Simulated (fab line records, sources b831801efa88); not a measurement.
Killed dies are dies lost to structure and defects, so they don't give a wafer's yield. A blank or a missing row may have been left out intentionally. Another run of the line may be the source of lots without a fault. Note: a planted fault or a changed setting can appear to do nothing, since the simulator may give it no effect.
Split-lot study | flow sfq line | route with 325 steps; 5 lots, 23 wafers read

== THE SPLIT ITSELF ==
At SFQ_TRILAYER_I4_VIA_LITHO_EXPOSE_104 (exposes mask I4, target cd 700 nm), the setting dose mj was moved away from the recipe's 21.3 on 7 of the 23 wafers read, by -5.2% to +4.2%. The other wafers ran this setting at the recipe's value.

== FROM THE SPLIT TO THE READING: what the file shows between them, 1 step ==
- SFQ_TRILAYER_I4_VIA_BARC_OPEN_VIA_ETCH_146: etches BARC in O2, target depth 125 nm, time 41.7 s (also split here: bias w)

== THE READING ==
I4.cd nm (the simulator's own value, which no gauge read), in nm, at SFQ_TRILAYER_I4_VIA_ETCH_VIA_ETCH_106 (etches SiO2 in CHF3, stops on Nb, target depth 260 nm). There is no usual value for it anywhere in the file. Here, 16 wafers ran the recipe; their average is 700.3 nm with a standard deviation of 1.5 nm.

wafer  | tool, chamber at the split | dose mj as run | against the recipe | I4.cd nm, nm | against lot-mates on the recipe
L074.1 | krf scanner-01, 0          | 21.3           | recipe             | 700.2        | -
L074.2 | krf scanner-01, 0          | 22.2           | +4.2%              | 706.2        | +6.8
L074.3 | krf scanner-01, 0          | 21.3           | recipe             | 699.4        | -
L074.4 | krf scanner-01, 0          | 21.3           | recipe             | 698.5        | -
L074.6 | krf scanner-01, 0          | 22.2           | +4.2%              | 704.8        | +5.4
L075.3 | krf scanner-02, 0          | 21.3           | recipe             | 698.9        | -
L075.4 | krf scanner-02, 0          | 21.3           | recipe             | 702.8        | -
L075.5 | krf scanner-02, 0          | 21.3           | recipe             | 698.4        | -
L076.2 | krf scanner-02, 0          | 21.3           | recipe             | 701.6        | -
L076.3 | krf scanner-02, 0          | 21.89          | +2.8%              | 704.8        | +2.9
L076.4 | krf scanner-02, 0          | 21.89          | +2.8%              | 704.8        | +2.9
L076.5 | krf scanner-02, 0          | 21.89          | +2.8%              | 708.4        | +6.5
L076.6 | krf scanner-02, 0          | 21.3           | recipe             | 702.2        | -
L077.1 | krf scanner-02, 0          | 21.3           | recipe             | 701.9        | -
L077.3 | krf scanner-02, 0          | 21.3           | recipe             | 699.5        | -
L077.4 | krf scanner-02, 0          | 21.3           | recipe             | 699.8        | -
L077.5 | krf scanner-02, 0          | 21.3           | recipe             | 701.5        | -
L077.6 | krf scanner-02, 0          | 21.3           | recipe             | 702          | -
L083.2 | krf scanner-01, 0          | 20.19          | -5.2%              | 691          | -8.4
L083.3 | krf scanner-01, 0          | 21.3           | recipe             | 700.5        | -
L083.4 | krf scanner-01, 0          | 21.3           | recipe             | 699.1        | -
L083.5 | krf scanner-01, 0          | 20.19          | -5.2%              | 689.7        | -9.7
L083.6 | krf scanner-01, 0          | 21.3           | recipe             | 698.5        | -

THE FIT
A straight line over all 23 wafers: I4.cd nm changes by +1.73 nm for each +1% of dose mj; r = +0.92; the points scatter about the line by 1.6 nm.
The same after taking each lot's own level away (the mean of its wafers on the recipe; 23 wafers): +1.6 nm for each +1%; r = +0.95; scatter 1.3 nm.
The reading moves by 8.3 nm for the largest change in dose mj, on that fit.
Across the lots, their own levels run from 699.37 to 701.90 nm, a range of 1.7 times the standard deviation given above.
The two slopes are in agreement: the lot-to-lot level therefore moves the slope only a little.
Check: with one of the wafers moved furthest among these (-5.2%) left out of the fit, the line predicts -8.55 nm for it against its lot-mates. Against them it came out at -8.37 nm.

== FURTHER SPLITS ON THESE WAFERS ==
These wafers also went through other splits before the reading. Each is held against what the fit with the lots' levels taken away leaves over:
other split on the same wafers                    | wafers away from the commonest value | r with I4.cd nm (lot level and that fit taken away)
SFQ_TRILAYER_I2_VIA_BARC_OPEN_VIA_ETCH_096 bias w | 5                                    | -0.09
SFQ_TRILAYER_M3_BARC_OPEN_METAL_ETCH_100 time s   | 10                                   | +0.23
SFQ_TRILAYER_I3_VIA_LITHO_COAT_085 spin rpm       | 8                                    | +0.20
SFQ_TRILAYER_I3_VIA_BARC_OPEN_VIA_ETCH_121 time s | 9                                    | -0.07
SFQ_TRILAYER_M4_LITHO_COAT_093 resist thk nm      | 8                                    | +0.08
SFQ_TRILAYER_M4_ETCH_METAL_ETCH_096 time s        | 10                                   | -0.18
SFQ_TRILAYER_I4_DEP_PECVD_099 time s              | 8                                    | -0.10
SFQ_TRILAYER_I4_VIA_BARC_OPEN_VIA_ETCH_146 bias w | 7                                    | +0.31

== THE WHOLE CHAIN: every reading that the file lists as answering this split, in the file's order ==
step                                       | what it does                                          | reading                                                   | change (the file's fit)              | r (the file's)
SFQ_TRILAYER_I4_VIA_BARC_OPEN_VIA_ETCH_146 | etches BARC in O2, target depth 125 nm, time 41.7 s   | I4.cd nm (the simulator's own value, which no gauge read) | +1.69 nm for each +1% of the setting | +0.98
SFQ_TRILAYER_I4_VIA_ETCH_VIA_ETCH_106      | etches SiO2 in CHF3, stops on Nb, target depth 260 nm | I4.cd nm (the simulator's own value, which no gauge read) | +1.6 nm for each +1% of the setting  | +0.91

== FILE'S OWN FIT ==
I4.cd nm changes by +1.6 nm for each +1% of dose mj, r = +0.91.
